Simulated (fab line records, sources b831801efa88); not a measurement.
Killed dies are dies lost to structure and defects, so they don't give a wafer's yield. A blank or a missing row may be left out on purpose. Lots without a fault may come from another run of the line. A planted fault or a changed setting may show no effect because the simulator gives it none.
Which tool did it? | flow sky130 | 11 lots, 33 wafers sampled, at 4 steps of a route of 708

WHAT THE GAUGES READ, wafer by wafer
SKY_METAL3_OVL_MEAS_14.
lot  | measured     | on         | METAL3_OVL (nm)
L297 | day 38 20:46 | overlay-02 | -11 -10 -1
L300 | day 39 19:20 | overlay-02 | -4 2 0
L301 | day 40 04:23 | overlay-02 | 6 4 4
L302 | day 40 18:30 | overlay-01 | -1 4 1
L306 | day 42 13:59 | overlay-01 | -8 -1 -7
L305 | day 42 14:29 | overlay-02 | -13 -4 -12
L307 | day 42 17:50 | overlay-01 | 10 5 9
L314 | day 43 19:19 | overlay-02 | -3 2 2
L313 | day 43 22:22 | overlay-01 | -3 0 -1
L316 | day 44 06:55 | overlay-01 | 5 -3 1
L319 | day 45 15:55 | overlay-02 | 5 1 1

WHICH TOOL RAN EACH LOT (tool, then ch and the chambers of the sampled wafers, then the start)
lot  | SKY_VIA2_CMP_24               | SKY_METAL3_SPUTTER_02        | SKY_METAL3_COAT_07
L297 | cmp-01 ch 0,1,3, day 36 16:34 | pvd_sputter-03, day 36 16:48 | litho_track-02 ch 0, day 38 08:56
L300 | cmp-01 ch 1,2,3, day 37 16:05 | pvd_sputter-01, day 37 16:17 | litho_track-02 ch 0, day 39 05:53
L301 | cmp-01 ch 1,2,3, day 38 01:02 | pvd_sputter-02, day 38 01:23 | litho_track-01 ch 0, day 39 15:58
L302 | cmp-02 ch 1,2, day 38 14:58   | pvd_sputter-02, day 38 15:19 | litho_track-03 ch 0, day 40 04:58
L306 | cmp-02 ch 0,1,3, day 40 13:47 | pvd_sputter-03, day 40 14:02 | litho_track-03 ch 0, day 42 01:07
L305 | cmp-02 ch 1,3, day 40 14:37   | pvd_sputter-03, day 40 14:55 | litho_track-02 ch 0, day 42 01:47
L307 | cmp-01 ch 1,3, day 40 17:20   | pvd_sputter-03, day 40 17:38 | litho_track-02 ch 0, day 42 04:53
L314 | cmp-01 ch 0,2,3, day 41 19:01 | pvd_sputter-03, day 41 19:22 | litho_track-01 ch 0, day 43 06:23
L313 | cmp-02 ch 1,2, day 41 21:13   | pvd_sputter-02, day 41 21:34 | litho_track-03 ch 0, day 43 09:01
L316 | cmp-01 ch 0,1,2, day 42 07:16 | pvd_sputter-03, day 42 07:34 | litho_track-01 ch 0, day 43 19:44
L319 | cmp-02 ch 1,2,3, day 43 19:48 | pvd_sputter-03, day 43 20:06 | litho_track-03 ch 0, day 45 04:22
- SKY_VIA2_CMP_24: polishes, stops on SiO2, t overpolish 20 s, target thk 0 nm.
- SKY_METAL3_SPUTTER_02: material AlCu, target thk 735 nm, time 39.1 s.
- SKY_METAL3_COAT_07: resist thk 60 nm.

THE ANSWER, worked out from the rows above alone
Rule: what is usual is taken from the lots themselves. Put in order of their means at a reading, lots are off if they are a third of the lots or fewer, leave a main group of 4 or more, and stand apart from it by a gap of 3 or more times the standard deviation of the main group's means; of several such gaps the widest counts. A main group whose means are all the same, to the digits that the tables above print for the reading, isn't used. A lot without any number at a reading at which 4 lots or more have one is off too. The other lots that the step has rows for count as sound.
No lot is off at any reading shown: from this, nothing can be told.

WHAT THE SIMULATOR HAD PUT IN
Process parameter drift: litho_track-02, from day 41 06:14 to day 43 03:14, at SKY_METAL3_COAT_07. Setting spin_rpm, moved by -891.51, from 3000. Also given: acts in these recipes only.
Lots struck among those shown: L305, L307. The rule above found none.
